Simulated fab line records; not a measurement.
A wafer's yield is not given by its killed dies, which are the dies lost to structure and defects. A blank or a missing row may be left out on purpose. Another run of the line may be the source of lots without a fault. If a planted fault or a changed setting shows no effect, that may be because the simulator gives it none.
fab line records	flow sky130
record: lots: 7	wafers: 21	last_day: 50
route steps=708 shown PWDE@52 NWELL@56 PAD_OPEN@708
lots with no fault: from the same line, run without faults
start_h: hours from the record's first day to the start of the lot's first wafer shown	wait_h: hours from the lot's prior step to this one	" as in the row above	L1.1+2: several wafers, shown together as one row	- value missing, or start not given	* or withheld: withheld	< > ~ a bound
route shown NAME@n: a module of which the file shows steps, and the number in the route of the first	usual: mean/standard deviation of fault-free wafers	same: alike in all rows	chamber/n: place in a boat	sites: readings site by site	_std_site: standard deviation across them	_edge_site: the outer-site mean with the inner-site mean subtracted	radius_mm: how far each site lies from the wafer's centre	mask NAME#n: copy n	behind: the last tool/chamber to shape the wafer	hold: what put the lot on hold/how long, in hours/how the hold closed	device: the n, p or np transistor that did not switch	end of line: tests of these same wafers at the route's end	where a step has no rows: the recipe by itself	killed: count of dies lost to structure and defects at first sort (not the wafer's yield)	map: per-die view of a wafer (x killed, . not killed, _ where there is no die)
set.NAME: the setting the step ran with; set.NAME@STEP: the setting that earlier step ran with	model.NAME: the simulator's own value behind a step, which no gauge read
lots at some steps of the route; a table a step, a row a wafer
services: from which hour (start_h, from the record's first day; less than 0 if before it) a tool's chamber was out of use, for how many hours, and why
== steps ==
step: SKY_PWDE_OVL_MEAS_07
usual: PWDE_OVL: -0.4/1.3
lot.wafer	tool	chamber	start_h	wait_h	PWDE_OVL[nm]
L292.1	overlay-02	-	93.38	-	0.8
L292.2	"	-	"	"	-0.6
L292.3	"	-	"	"	-1.6
L294.1	overlay-01	-	99.08	-	-0.5
L294.5	"	-	"	"	-1.8
L294.6	"	-	"	"	-0.6
L300.1	overlay-01	-	126.47	-	0.7
L300.2	"	-	"	"	0.6
L300.5	"	-	"	"	0.7
L304.2	overlay-01	-	146.29	-	-1.3
L304.4	"	-	"	"	-1.9
L304.6	"	-	"	"	0.2
L311.1	overlay-01	-	190.63	-	-1.8
L311.3	"	-	"	"	0.4
L311.6	"	-	"	"	-2.8
L312.1	overlay-02	-	192.07	-	2.0
L312.2	"	-	"	"	0.2
L312.6	"	-	"	"	2.7
L313.2	overlay-01	-	199.22	-	-2.3
L313.4	"	-	"	"	0.2
L313.6	"	-	"	"	-1.1
step: SKY_PWDE_IMPLANT_08
recipe: species: B	energy_kev: 150	dose_cm2: 3.6e+12	tilt_deg: withheld
step: SKY_PWDE_STRIP_09
recipe: chemistry: O2/N2	power_w: 1400	pressure_mtorr: 1500	platen_temp_c: withheld	o2_flow_sccm: 3000	n2_flow_sccm: 300	overash_fraction: 0.5
usual: drypump_motor_current_A: 5.6/0.47	oes_product_au: 0.722/0.0045	strip_time_to_endpoint_s: 36.96/0.11
same: overash_fraction: 0.5
lot.wafer	tool	chamber	start_h	wait_h	drypump_motor_current_A	oes_product_au	rf_hours_counter_h	strip_time_to_endpoint_s
L292.1	plasma_asher-01	1	93.57	0.1	5.6	0.719	39	37.17
L292.2	"	0	"	"	6.4	0.721	39	37.07
L292.3	"	1	"	"	5.6	0.727	-	37.01
L294.1	plasma_asher-02	1	99.27	0.1	5.4	0.725	43	36.95
L294.5	"	1	"	"	5.4	0.717	-	37.01
L294.6	"	0	"	"	5.0	0.713	-	37.00
L300.1	plasma_asher-01	1	126.65	0.1	5.6	0.718	43	37.07
L300.2	"	0	"	"	6.4	0.721	43	37.05
L300.5	"	1	"	"	5.6	0.723	-	37.02
L304.2	plasma_asher-04	1	146.47	0.1	6.0	0.720	32	36.91
L304.4	"	0	"	"	5.8	0.719	-	36.97
L304.6	"	1	"	"	6.0	0.727	-	37.03
L311.1	plasma_asher-02	1	190.82	0.1	5.4	0.730	52	36.92
L311.3	"	0	"	"	4.9	0.734	-	36.88
L311.6	"	0	"	"	4.9	0.721	-	36.85
L312.1	plasma_asher-01	1	192.25	0.1	5.6	0.717	50	37.07
L312.2	"	0	"	"	6.4	0.729	50	37.02
L312.6	"	1	"	"	5.6	0.724	-	37.01
L313.2	plasma_asher-02	0	199.40	0.1	5.0	0.718	53	36.95
L313.4	"	0	"	"	4.9	0.719	-	36.89
L313.6	"	0	"	"	4.9	0.718	-	36.96
step: SKY_PWDE_TW_MEAS_10
usual: PWDE_TW: 374/3.2
lot.wafer	tool	chamber	start_h	wait_h	PWDE_TW
L292.1	film_metro-02	-	93.67	0.1	373
L292.2	"	-	"	"	373
L292.3	"	-	"	"	374
L294.1	film_metro-02	-	99.37	0.1	373
L294.5	"	-	"	"	370
L294.6	"	-	"	"	369
L300.1	film_metro-03	-	126.75	0.1	374
L300.2	"	-	"	"	374
L300.5	"	-	"	"	375
L304.2	film_metro-04	-	146.58	0.1	374
L304.4	"	-	"	"	375
L304.6	"	-	"	"	375
L311.1	film_metro-04	-	190.92	0.1	373
L311.3	"	-	"	"	375
L311.6	"	-	"	"	376
L312.1	film_metro-02	-	192.35	0.1	369
L312.2	"	-	"	"	369
L312.6	"	-	"	"	371
L313.2	film_metro-02	-	199.51	0.1	370
L313.4	"	-	"	"	370
L313.6	"	-	"	"	371
step: SKY_NWELL_DEHYDRATE_03
recipe: temp_c: 200	time_s: 60
step: SKY_NWELL_HMDS_04
recipe: prime_time_s: 60	prime_temp_c: 120
step: SKY_NWELL_COAT_05
recipe: spin_rpm: 2000	resist_thk_nm: 3000
step: SKY_NWELL_SOFTBAKE_06
recipe: temp_c: 110	time_s: withheld
step: SKY_NWELL_EXPOSE_07
recipe: mask_id: NWM	na: 0.6	source_shape: conventional	sigma_outer: 0.6	polarization: unpolarized	target_cd_nm: 840	dose_mj: 255
step: SKY_NWELL_PEB_08
recipe: temp_c: 115	time_s: withheld
step: SKY_NWELL_DEVELOP_09
recipe: wall_angle_deg: 90	developer: TMAH	develop_time_s: 60	dev_temp_c: 23
step: SKY_NWELL_OVL_MEAS_10
usual: NWELL_00_OVL: -1.7/1.6
lot.wafer	tool	chamber	start_h	wait_h	NWELL_00_OVL[nm]
L292.1	overlay-02	-	111.17	-	0.2
L292.2	"	-	"	"	-1.6
L292.3	"	-	"	"	-2.5
L294.1	overlay-01	-	117.10	-	-1.0
L294.5	"	-	"	"	-2.8
L294.6	"	-	"	"	-1.8
L300.1	overlay-02	-	146.36	-	-1.4
L300.2	"	-	"	"	-2.8
L300.5	"	-	"	"	-3.4
L304.2	overlay-01	-	166.16	-	-0.3
L304.4	"	-	"	"	-3.9
L304.6	"	-	"	"	-2.3
L311.1	overlay-01	-	212.72	-	0.4
L311.3	"	-	"	"	-2.4
L311.6	"	-	"	"	0.2
L312.1	overlay-02	-	214.24	-	-1.3
L312.2	"	-	"	"	-3.1
L312.6	"	-	"	"	-1.6
L313.2	overlay-02	-	221.67	-	-1.6
L313.4	"	-	"	"	-0.8
L313.6	"	-	"	"	-2.5
step: SKY_NWELL_IMPLANT_11
recipe: species: P	energy_kev: 400	dose_cm2: 1.9e+13	tilt_deg: withheld
usual: beam_energy_keV: 399.98/0.13	faraday_current_uA: 107.2/2.2
lot.wafer	tool	chamber	start_h	wait_h	beam_energy_keV	faraday_current_uA	model.implant.rp_nm	model.implant.drp_nm
L292.1	implanter-03	0	111.20	0.0	399.95	106.1	514.2	116.9
L292.2	"	0	"	"	399.94	112.3	514.2	116.9
L292.3	"	0	"	"	399.96	109.3	514.2	116.9
L294.1	implanter-01	0	117.14	0.0	400.14	107.0	496.5	116.9
L294.5	"	0	"	"	399.83	109.8	496.5	116.9
L294.6	"	0	"	"	399.94	107.8	496.5	116.9
L300.1	implanter-03	0	146.39	0.0	400.02	109.4	524.6	116.9
L300.2	"	0	"	"	400.24	106.5	524.6	116.9
L300.5	"	0	"	"	400.20	107.4	524.6	116.9
L304.2	implanter-01	0	166.22	0.0	400.00	106.5	499.7	116.9
L304.4	"	0	"	"	399.86	107.9	499.7	116.9
L304.6	"	0	"	"	399.90	110.0	499.7	116.9
L311.1	implanter-01	0	212.75	0.0	378.86	111.5	474.8	113.5
L311.3	"	0	"	"	378.89	107.5	474.8	113.5
L311.6	"	0	"	"	378.68	104.0	474.8	113.5
L312.1	implanter-01	0	214.27	0.0	378.79	106.2	484.4	113.5
L312.2	"	0	"	"	379.11	111.7	484.4	113.5
L312.6	"	0	"	"	378.85	106.3	484.4	113.5
L313.2	implanter-01	0	221.73	0.0	378.54	108.4	472.7	113.5
L313.4	"	0	"	"	378.76	107.0	472.7	113.5
L313.6	"	0	"	"	378.74	104.5	472.7	113.5
step: SKY_NWELL_IMPLANT_12
recipe: species: P	energy_kev: 120	dose_cm2: 1.3e+12	tilt_deg: withheld
step: SKY_NWELL_IMPLANT_13
recipe: species: P	energy_kev: 50	dose_cm2: 7e+11	tilt_deg: withheld
step: SKY_NWELL_STRIP_14
recipe: chemistry: O2/N2	power_w: 1400	pressure_mtorr: 1500	platen_temp_c: withheld	o2_flow_sccm: 3000	n2_flow_sccm: 300	overash_fraction: 0.5
usual: drypump_motor_current_A: 5.6/0.57	oes_product_au: 0.722/0.0046	strip_time_to_endpoint_s: 36.92/0.12
same: overash_fraction: 0.5
lot.wafer	tool	chamber	start_h	wait_h	drypump_motor_current_A	oes_product_au	rf_hours_counter_h	strip_time_to_endpoint_s
L292.1	plasma_asher-04	1	111.65	0.1	6.0	0.717	29	36.96
L292.2	"	0	"	"	5.8	0.721	29	36.94
L292.3	"	0	"	"	5.8	0.721	-	36.91
L294.1	plasma_asher-02	0	117.59	0.1	4.9	0.719	45	36.83
L294.5	"	1	"	"	5.4	0.723	-	36.81
L294.6	"	0	"	"	4.9	0.724	-	36.81
L300.1	plasma_asher-03	1	146.84	0.1	6.3	0.726	3	37.02
L300.2	"	0	"	"	4.9	0.731	3	36.97
L300.5	"	1	"	"	6.3	0.723	-	36.94
L304.2	plasma_asher-03	0	166.64	0.1	4.9	0.733	5	36.97
L304.4	"	1	"	"	6.3	0.720	-	36.95
L304.6	"	0	"	"	4.9	0.721	-	37.06
L311.1	plasma_asher-03	1	213.20	0.1	6.4	0.721	9	36.92
L311.3	"	1	"	"	6.3	0.720	-	36.90
L311.6	"	0	"	"	4.9	0.719	-	36.87
L312.1	plasma_asher-03	0	214.72	0.1	4.9	0.730	10	36.83
L312.2	"	1	"	"	6.3	0.723	10	36.98
L312.6	"	0	"	"	4.9	0.722	-	36.85
L313.2	plasma_asher-03	1	222.15	0.1	6.3	0.721	10	36.97
L313.4	"	0	"	"	4.9	0.723	-	37.02
L313.6	"	0	"	"	4.9	0.724	-	36.95
step: SKY_NWELL_TW_MEAS_15
usual: NWELL_TW: 1816/17
lot.wafer	tool	chamber	start_h	wait_h	NWELL_TW
L292.1	film_metro-03	-	111.75	0.1	1834
L292.2	"	-	"	"	1839
L292.3	"	-	"	"	1831
L294.1	film_metro-02	-	117.69	0.1	1811
L294.5	"	-	"	"	1815
L294.6	"	-	"	"	1817
L300.1	film_metro-04	-	146.94	0.1	1817
L300.2	"	-	"	"	1815
L300.5	"	-	"	"	1818
L304.2	film_metro-02	-	166.75	0.1	1814
L304.4	"	-	"	"	1812
L304.6	"	-	"	"	1805
L311.1	film_metro-02	-	213.30	0.1	1788
L311.3	"	-	"	"	1780
L311.6	"	-	"	"	1787
L312.1	film_metro-02	-	214.82	0.1	1788
L312.2	"	-	"	"	1784
L312.6	"	-	"	"	1783
L313.2	film_metro-02	-	222.26	0.1	1807
L313.4	"	-	"	"	1803
L313.6	"	-	"	"	1792
step: SKY_NWELL_DEHYDRATE_16
recipe: temp_c: 200	time_s: 60
step: SKY_NWELL_HMDS_17
recipe: prime_time_s: 60	prime_temp_c: 120
step: SKY_NWELL_COAT_18
recipe: spin_rpm: 2000	resist_thk_nm: 3000
step: SKY_NWELL_SOFTBAKE_19
recipe: temp_c: 110	time_s: withheld
step: SKY_NWELL_EXPOSE_20
recipe: mask_id: NWM_COMPLEMENT	na: 0.6	source_shape: conventional	sigma_outer: 0.6	polarization: unpolarized	target_cd_nm: 840	dose_mj: 260
step: SKY_NWELL_PEB_21
recipe: temp_c: 115	time_s: withheld
step: SKY_NWELL_DEVELOP_22
recipe: wall_angle_deg: 90	developer: TMAH	develop_time_s: 60	dev_temp_c: 23
step: SKY_NWELL_OVL_MEAS_23
usual: NWELL_01_OVL: -0.5/1.4
lot.wafer	tool	chamber	start_h	wait_h	NWELL_01_OVL[nm]
L292.1	overlay-02	-	130.61	-	0.0
L292.2	"	-	"	"	-0.1
L292.3	"	-	"	"	0.4
L294.1	overlay-01	-	136.61	-	-1.2
L294.5	"	-	"	"	-1.5
L294.6	"	-	"	"	-3.0
L300.1	overlay-01	-	167.07	-	-1.5
L300.2	"	-	"	"	-3.0
L300.5	"	-	"	"	-1.6
L304.2	overlay-01	-	187.21	-	-0.5
L304.4	"	-	"	"	-1.3
L304.6	"	-	"	"	0.8
L311.1	overlay-01	-	235.54	-	-0.9
L311.3	"	-	"	"	0.2
L311.6	"	-	"	"	0.9
L312.1	overlay-01	-	237.95	-	2.5
L312.2	"	-	"	"	2.1
L312.6	"	-	"	"	2.2
L313.2	overlay-01	-	244.76	-	-2.5
L313.4	"	-	"	"	-2.3
L313.6	"	-	"	"	-2.7
step: SKY_NWELL_IMPLANT_24
recipe: species: B	energy_kev: 140	dose_cm2: 9.2e+12	tilt_deg: withheld
step: SKY_NWELL_STRIP_25
recipe: chemistry: O2/N2	power_w: 1400	pressure_mtorr: 1500	platen_temp_c: withheld	o2_flow_sccm: 3000	n2_flow_sccm: 300	overash_fraction: 0.5
usual: drypump_motor_current_A: 5.4/0.5	oes_product_au: 0.722/0.0042	strip_time_to_endpoint_s: 36.92/0.11
same: overash_fraction: 0.5
lot.wafer	tool	chamber	start_h	wait_h	drypump_motor_current_A	oes_product_au	rf_hours_counter_h	strip_time_to_endpoint_s
L292.1	plasma_asher-02	0	130.79	0.1	5.0	0.720	46	37.10
L292.2	"	1	"	"	5.4	0.720	46	37.05
L292.3	"	1	"	"	5.4	0.718	-	37.24
L294.1	plasma_asher-02	0	136.79	0.1	4.9	0.727	47	37.03
L294.5	"	1	"	"	5.4	0.718	-	36.94
L294.6	"	0	"	"	5.0	0.720	-	36.89
L300.1	plasma_asher-04	1	167.25	0.1	6.0	0.728	34	36.84
L300.2	"	0	"	"	5.8	0.727	34	36.91
L300.5	"	1	"	"	6.0	0.726	-	36.83
L304.2	plasma_asher-02	0	187.39	0.1	4.9	0.717	52	36.87
L304.4	"	1	"	"	5.4	0.719	-	36.89
L304.6	"	1	"	"	5.4	0.722	-	36.99
L311.1	plasma_asher-02	1	235.72	0.1	5.4	0.720	55	36.86
L311.3	"	1	"	"	5.4	0.721	-	36.82
L311.6	"	1	"	"	5.4	0.713	-	36.82
L312.1	plasma_asher-02	0	238.14	0.1	4.9	0.723	55	36.87
L312.2	"	1	"	"	5.4	0.718	55	36.78
L312.6	"	0	"	"	4.9	0.720	-	36.85
L313.2	plasma_asher-04	0	244.94	0.1	5.7	0.713	42	36.95
L313.4	"	0	"	"	5.7	0.717	-	37.03
L313.6	"	1	"	"	5.9	0.720	-	36.91
step: SKY_NWELL_TW_MEAS_26
usual: NWELL_2_TW: 497/4.3
lot.wafer	tool	chamber	start_h	wait_h	NWELL_2_TW
L292.1	film_metro-04	-	130.89	0.1	505
L292.2	"	-	"	"	504
L292.3	"	-	"	"	503
L294.1	film_metro-04	-	136.89	0.1	503
L294.5	"	-	"	"	503
L294.6	"	-	"	"	504
L300.1	film_metro-02	-	167.35	0.1	494
L300.2	"	-	"	"	493
L300.5	"	-	"	"	493
L304.2	film_metro-04	-	187.50	0.1	499
L304.4	"	-	"	"	499
L304.6	"	-	"	"	498
L311.1	film_metro-02	-	235.82	0.1	493
L311.3	"	-	"	"	494
L311.6	"	-	"	"	491
L312.1	film_metro-04	-	238.24	0.1	500
L312.2	"	-	"	"	503
L312.6	"	-	"	"	504
L313.2	film_metro-04	-	245.05	0.1	497
L313.4	"	-	"	"	501
L313.6	"	-	"	"	498
step: SKY_NWELL_CLEAN_27
recipe: chemistry: SC1/SC2	mix: 1:4:20	temp_c: 70	time_s: 150	dry: n2_spin
step: SKY_NWELL_RTA_28
recipe: temp_c: 1050	time_s: 30	idle_temp_c: 650	ramp_up_c_per_s: 150	ramp_down_c_per_s: 90	ambient: N2
usual: lamp_power_pct: 25.31/0.057	wafer_temp_C_max: 1054.9/0.94
lot.wafer	tool	chamber	start_h	wait_h	lamp_power_pct	wafer_temp_C_max
L292.1	rtp_anneal-01	0	131.01	0.0	25.26	1056.0
L292.2	"	0	"	"	25.23	1053.8
L292.3	"	0	"	"	25.23	1055.2
L294.1	rtp_anneal-01	0	137.00	0.0	25.30	1053.6
L294.5	"	0	"	"	25.27	1055.7
L294.6	"	0	"	"	25.19	1054.8
L300.1	rtp_anneal-02	0	167.46	0.0	25.32	1054.9
L300.2	"	0	"	"	25.40	1053.2
L300.5	"	0	"	"	25.39	1054.4
L304.2	rtp_anneal-01	0	187.62	0.0	25.31	1054.4
L304.4	"	0	"	"	25.30	1054.0
L304.6	"	0	"	"	25.35	1054.1
L311.1	rtp_anneal-02	0	235.93	0.0	25.26	1055.1
L311.3	"	0	"	"	25.30	1055.3
L311.6	"	0	"	"	25.35	1054.4
L312.1	rtp_anneal-01	0	238.35	0.0	25.35	1053.8
L312.2	"	0	"	"	25.31	1053.5
L312.6	"	0	"	"	25.41	1054.1
L313.2	rtp_anneal-02	0	245.18	0.0	25.33	1055.9
L313.4	"	0	"	"	25.30	1056.1
L313.6	"	0	"	"	25.21	1054.3
step: SKY_NWELL_RS_MEAS_29
recipe: thk_meas_gauge: four-point-probe
usual: NWELL_RS: 625.6/1.9
lot.wafer	tool	chamber	start_h	wait_h	NWELL_RS[ohm/sq]
L292.1	film_metro-03	-	131.11	0.1	622.9
L292.2	"	-	"	"	624.3
L292.3	"	-	"	"	621.4
L294.1	film_metro-02	-	137.10	0.1	623.8
L294.5	"	-	"	"	622.0
L294.6	"	-	"	"	622.9
L300.1	film_metro-04	-	167.56	0.1	625.8
L300.2	"	-	"	"	626.4
L300.5	"	-	"	"	628.0
L304.2	film_metro-02	-	187.72	0.1	623.0
L304.4	"	-	"	"	623.6
L304.6	"	-	"	"	623.8
L311.1	film_metro-03	-	236.03	0.1	634.4
L311.3	"	-	"	"	633.7
L311.6	"	-	"	"	633.2
L312.1	film_metro-03	-	238.45	0.1	633.4
L312.2	"	-	"	"	633.5
L312.6	"	-	"	"	633.4
L313.2	film_metro-02	-	245.28	0.1	630.9
L313.4	"	-	"	"	632.0
L313.6	"	-	"	"	632.5
step: SKY_PAD_OPEN_PROBE_99
usual: killed_at_M0_to_M3: 43/7	killed_at_M4_up: 3.1/1.9	killed_at_contacts: 25/6.1	killed_at_front_end: 15/4.5	killed_at_other: 0.3/0.55	killed_dies: 87/8.9	killed_open: 47/6.4	killed_short: 40/6.6
same: gross_dies: 492	killed_at_back_side: 0
lot.wafer	tool	chamber	start_h	wait_h	killed_at_M0_to_M3	killed_at_M4_up	killed_at_contacts	killed_at_front_end	killed_at_other	killed_dies	killed_open	killed_short	model.etest.res_nwell.line_ohm_um	model.etest.res_nwell.rs_ohm_sq	model.etest.tip_p_5v.rs_ohm_sq	model.etest.pfet_g5v0d10v5.off_log10_a_um	model.etest.pfet_01v8_lvt.off_log10_a_um	model.etest.pfet_g5v0d10v5.vt_sat_v	model.etest.pfet_16v.vt_v	model.etest.pfet_g5v0d10v5.vt_v
L292.1	prober-01	-	1109.12	0.1	49	2	25	10	0	86	41	45	1059	878.1	2866	-12.52	-9.125	-0.6261	-1.093	-0.8322
L292.2	prober-01	-	1109.17	0.1	39	5	27	12	0	83	47	35	1068	888.9	2846	-12.72	-9.095	-0.6508	-1.099	-0.8481
L292.3	prober-01	-	1109.22	0.2	40	4	35	13	0	92	47	44	1036	860.5	2846	-12.58	-9.011	-0.6343	-1.091	-0.8312
L294.1	prober-02	-	1110.62	0.1	36	4	32	11	0	83	41	42	1104	936.2	2866	-12.81	-8.827	-0.6642	-1.115	-0.8531
L294.5	prober-02	-	1110.82	0.2	55	4	27	11	0	97	47	50	1115	932.6	2861	-12.55	-8.779	-0.624	-1.098	-0.8153
L294.6	prober-02	-	1110.87	0.2	43	3	38	14	2	100	45	55	1131	937.8	2852	-12.79	-8.76	-0.6502	-1.106	-0.8391
L300.1	prober-02	-	1141.47	0.1	36	3	29	11	0	79	51	27	1051	894.5	2848	-12.36	-8.576	-0.6116	-1.077	-0.8162
L300.2	prober-02	-	1141.52	0.1	27	4	33	18	0	82	36	46	1027	876.3	2792	-12.57	-8.636	-0.6362	-1.079	-0.8324
L300.5	prober-02	-	1141.67	0.2	44	3	29	19	1	96	51	43	1065	901	2831	-12.54	-8.558	-0.6354	-1.078	-0.8328
L304.2	prober-02	-	1162.92	0.1	39	7	24	12	0	82	46	36	1138	954.1	2851	-12.54	-9.01	-0.6311	-1.103	-0.8187
L304.4	prober-02	-	1163.02	0.2	40	1	28	9	3	81	48	32	1116	929.4	2849	-12.52	-8.948	-0.6279	-1.096	-0.817
L304.6	prober-02	-	1163.12	0.2	42	1	17	17	0	77	30	47	1101	912.1	2868	-12.43	-8.962	-0.6183	-1.099	-0.8111
L312.1	prober-01	-	1198.71	0.1	38	2	23	16	0	79	38	41	1263	1049	2918	-13.41	-9.166	-0.7194	-1.146	-0.8931
L312.2	prober-01	-	1198.76	0.1	48	1	23	9	0	81	47	34	1195	1005	2911	-13.13	-9.286	-0.6825	-1.139	-0.8531
L312.6	prober-01	-	1198.96	0.2	53	8	26	20	0	107	53	54	1234	1034	2893	-13.16	-9.209	-0.7012	-1.143	-0.8714
L311.1	prober-02	-	1201.93	0.1	30	1	25	29	0	85	45	40	1314	1066	2932	-13.22	-9.903	-0.7207	-1.158	-0.8865
L311.3	prober-02	-	1202.03	0.2	23	4	25	13	0	65	32	33	1308	1052	2945	-13.02	-9.528	-0.6962	-1.14	-0.8678
L311.6	prober-02	-	1202.18	0.2	30	4	39	27	1	101	48	53	1296	1043	2925	-13.21	-9.604	-0.7088	-1.154	-0.8791
L313.2	prober-01	-	1204.32	0.1	48	3	29	12	1	93	43	50	1252	1047	2922	-13.23	-9.295	-0.6942	-1.142	-0.8673
L313.4	prober-01	-	1204.42	0.2	42	1	25	23	0	91	49	42	1234	1025	2906	-13.18	-9.419	-0.7046	-1.152	-0.8752
L313.6	prober-01	-	1204.52	0.2	45	2	28	18	0	93	55	38	1294	1064	2907	-13.13	-9.164	-0.6937	-1.136	-0.8685
killed by level:class
L292.1 CONTACT:geometric_particle:open=9 VIA1:geometric_particle:open=9 METAL3:geometric_particle:short=7 LI_CONTACT:geometric_particle:short=6 METAL2:geometric_particle:short=6 FIELD_ISO:geometric_particle:open=5 METAL1:geometric_particle:short=5 VIA2:geometric_particle:open=5
L292.2 LI_CONTACT:geometric_particle:open=12 VIA1:geometric_particle:open=8 CONTACT:geometric_particle:open=7 VIA1:geometric_particle:short=7 VIA2:geometric_particle:open=6 VIA3:geometric_particle:open=5 METAL2:geometric_particle:short=4 FIELD_ISO:geometric_particle:short=3
L292.3 CONTACT:geometric_particle:open=12 LI_CONTACT:geometric_particle:open=11 VIA3:geometric_particle:open=9 METAL1:geometric_particle:short=7 CONTACT:geometric_particle:short=5 METAL2:geometric_particle:short=5 VIA1:geometric_particle:open=5 POLY_GATE:geometric_particle:short=4
L294.1 CONTACT:geometric_particle:short=9 LOCAL_INTERCONNECT:geometric_particle:short=8 VIA2:geometric_particle:open=8 LI_CONTACT:geometric_particle:open=7 CONTACT:geometric_particle:open=6 VIA1:geometric_particle:open=6 METAL2:geometric_particle:short=6 FIELD_ISO:geometric_particle:short=4
L294.5 VIA1:geometric_particle:open=13 LI_CONTACT:geometric_particle:open=8 CONTACT:geometric_particle:open=8 METAL1:geometric_particle:short=8 METAL2:geometric_particle:short=6 CONTACT:geometric_particle:short=5 FIELD_ISO:geometric_particle:short=5 LOCAL_INTERCONNECT:geometric_particle:short=5
L294.6 CONTACT:geometric_particle:short=11 VIA2:geometric_particle:open=8 CONTACT:geometric_particle:open=8 LI_CONTACT:geometric_particle:open=7 LOCAL_INTERCONNECT:geometric_particle:short=6 VIA1:geometric_particle:open=6 VIA3:geometric_particle:open=6 METAL2:geometric_particle:short=6
L300.1 CONTACT:geometric_particle:open=14 VIA1:geometric_particle:open=12 LI_CONTACT:geometric_particle:open=8 VIA3:geometric_particle:open=5 METAL1:geometric_particle:short=4 VIA1:geometric_particle:short=4 VIA2:geometric_particle:open=4 FIELD_ISO:geometric_particle:open=3
L300.2 CONTACT:geometric_particle:open=13 CONTACT:geometric_particle:short=9 LI_CONTACT:geometric_particle:open=7 POLY_GATE:geometric_particle:short=6 METAL2:geometric_particle:short=6 VIA3:geometric_particle:open=6 FIELD_ISO:geometric_particle:short=5 METAL1:geometric_particle:short=4
L300.5 VIA1:geometric_particle:open=16 CONTACT:geometric_particle:open=11 FIELD_ISO:geometric_particle:short=7 CONTACT:geometric_particle:short=7 METAL3:geometric_particle:short=7 FIELD_ISO:geometric_particle:open=6 LI_CONTACT:geometric_particle:open=5 VIA3:geometric_particle:open=5
L304.2 VIA2:geometric_particle:open=10 CONTACT:geometric_particle:open=9 VIA1:geometric_particle:short=7 CONTACT:geometric_particle:short=6 VIA1:geometric_particle:open=6 VIA3:geometric_particle:open=5 METAL4:geometric_particle:short=5 POLY_GATE:geometric_particle:open=4
L304.4 VIA1:geometric_particle:open=13 CONTACT:geometric_particle:short=8 VIA2:geometric_particle:open=8 VIA1:geometric_particle:short=7 CONTACT:geometric_particle:open=7 LI_CONTACT:geometric_particle:open=6 VIA3:geometric_particle:open=6 FIELD_ISO:geometric_particle:short=4
L304.6 VIA1:geometric_particle:open=11 LI_CONTACT:geometric_particle:short=7 METAL1:geometric_particle:short=5 VIA1:geometric_particle:short=5 VIA2:geometric_particle:short=5 CONTACT:geometric_particle:open=4 METAL3:geometric_particle:short=4 METAL2:geometric_particle:short=4
L312.1 CONTACT:geometric_particle:open=9 VIA1:geometric_particle:open=9 METAL2:geometric_particle:short=8 FIELD_ISO:geometric_particle:short=6 LOCAL_INTERCONNECT:geometric_particle:short=5 METAL1:geometric_particle:short=5 POLY_GATE:geometric_particle:short=4 LI_CONTACT:geometric_particle:open=4
L312.2 VIA3:geometric_particle:open=10 VIA1:geometric_particle:open=9 CONTACT:geometric_particle:short=6 METAL2:geometric_particle:short=6 FIELD_ISO:geometric_particle:open=5 CONTACT:geometric_particle:open=5 VIA2:geometric_particle:short=5 VIA3:geometric_particle:short=5
L312.6 VIA1:geometric_particle:open=14 LI_CONTACT:geometric_particle:open=7 CONTACT:geometric_particle:open=7 METAL2:geometric_particle:short=7 FIELD_ISO:geometric_particle:short=6 VIA1:geometric_particle:short=6 METAL4:geometric_particle:short=6 VIA2:geometric_particle:short=6
L311.1 FIELD_ISO:geometric_particle:short=9 LI_CONTACT:geometric_particle:open=8 POLY_GATE:geometric_particle:short=7 VIA3:geometric_particle:open=7 VIA1:geometric_particle:open=6 FIELD_ISO:geometric_particle:open=5 CONTACT:geometric_particle:open=5 POLY_GATE:geometric_particle:open=4
L311.3 CONTACT:geometric_particle:open=10 CONTACT:geometric_particle:short=6 VIA1:geometric_particle:open=4 LOCAL_INTERCONNECT:geometric_particle:short=4 METAL2:geometric_particle:short=4 FIELD_ISO:geometric_particle:open=3 POLY_GATE:geometric_particle:short=3 LI_CONTACT:geometric_particle:short=3
L311.6 CONTACT:geometric_particle:open=14 LOCAL_INTERCONNECT:geometric_particle:short=11 POLY_GATE:geometric_particle:open=9 FIELD_ISO:geometric_particle:short=6 POLY_GATE:geometric_particle:short=6 LI_CONTACT:geometric_particle:open=6 VIA3:geometric_particle:short=5 CONTACT:geometric_particle:short=5
L313.2 VIA1:geometric_particle:open=11 VIA1:geometric_particle:short=10 CONTACT:geometric_particle:open=9 LI_CONTACT:geometric_particle:open=7 LI_CONTACT:geometric_particle:short=6 CONTACT:geometric_particle:short=6 METAL2:geometric_particle:short=6 FIELD_ISO:geometric_particle:short=5
L313.4 VIA1:geometric_particle:open=10 FIELD_ISO:geometric_particle:open=8 LI_CONTACT:geometric_particle:open=7 METAL1:geometric_particle:short=7 POLY_GATE:geometric_particle:open=6 CONTACT:geometric_particle:open=6 LOCAL_INTERCONNECT:geometric_particle:short=6 POLY_GATE:geometric_particle:short=4
L313.6 CONTACT:geometric_particle:open=16 VIA1:geometric_particle:open=9 VIA2:geometric_particle:open=8 VIA3:geometric_particle:open=7 POLY_GATE:geometric_particle:short=6 FIELD_ISO:geometric_particle:short=5 METAL1:geometric_particle:short=5 LI_CONTACT:geometric_particle:open=5
== services ==
tool	chamber	start_h	hours	kind
plasma_asher-03	-	108.75	9.0	pm
plasma_asher-03	0	108.75	9.0	vent_cycle
plasma_asher-03	1	108.75	9.0	vent_cycle
plasma_asher-03	-	110.28	3.5	repair
plasma_asher-04	-	112.68	1.3	repair
plasma_asher-03	0	117.75	-	clean
plasma_asher-03	1	117.75	-	clean
implanter-03	-	127.09	0.7	repair
plasma_asher-02	-	153.70	0.9	repair
plasma_asher-02	-	184.78	1.8	repair
plasma_asher-02	-	201.39	14.6	pm
implanter-01	-	223.06	3.5	repair
== key ==
first_sign: step: SKY_NWELL_IMPLANT_11	reading: beam_energy_keV	direction: down	sigmas: 99+	usual: *	struck: *
effect: step: SKY_NWELL_RS_MEAS_29	reading: NWELL_RS	direction: up	sigmas: 3.9	usual: 625.6	struck: 633.0
model_effect: step: SKY_NWELL_IMPLANT_11	value: implant.rp_nm	without: 501.1	struck: 477.3
model_effect: step: SKY_PAD_OPEN_PROBE_99	value: etest.res_nwell.line_ohm_um	without: 1139	struck: 1266
met_at SKY_NWELL_IMPLANT_11
struck_wafers L311.1,L311.3,L311.6,L312.1,L312.2,L312.6,L313.2,L313.4,L313.6
tester_left_out L311,L312,L313
onset_between 166.22 212.75
fault: kind: process_parameter_drift	tool: implanter-01	chamber: -	onset_h: 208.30	steps: SKY_NWELL_IMPLANT_11	channel: energy_kev	offset: *	shape: step	end_h: 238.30	acts_in: *	stated: *
tester_left_out: of these lots the tester's yield and bins aren't shown, on N5 and GAA mostly nor the transistor test; their killed dies are dies lost to structure and defects alone, not to doping, threshold or leakage, so they don't give the yield
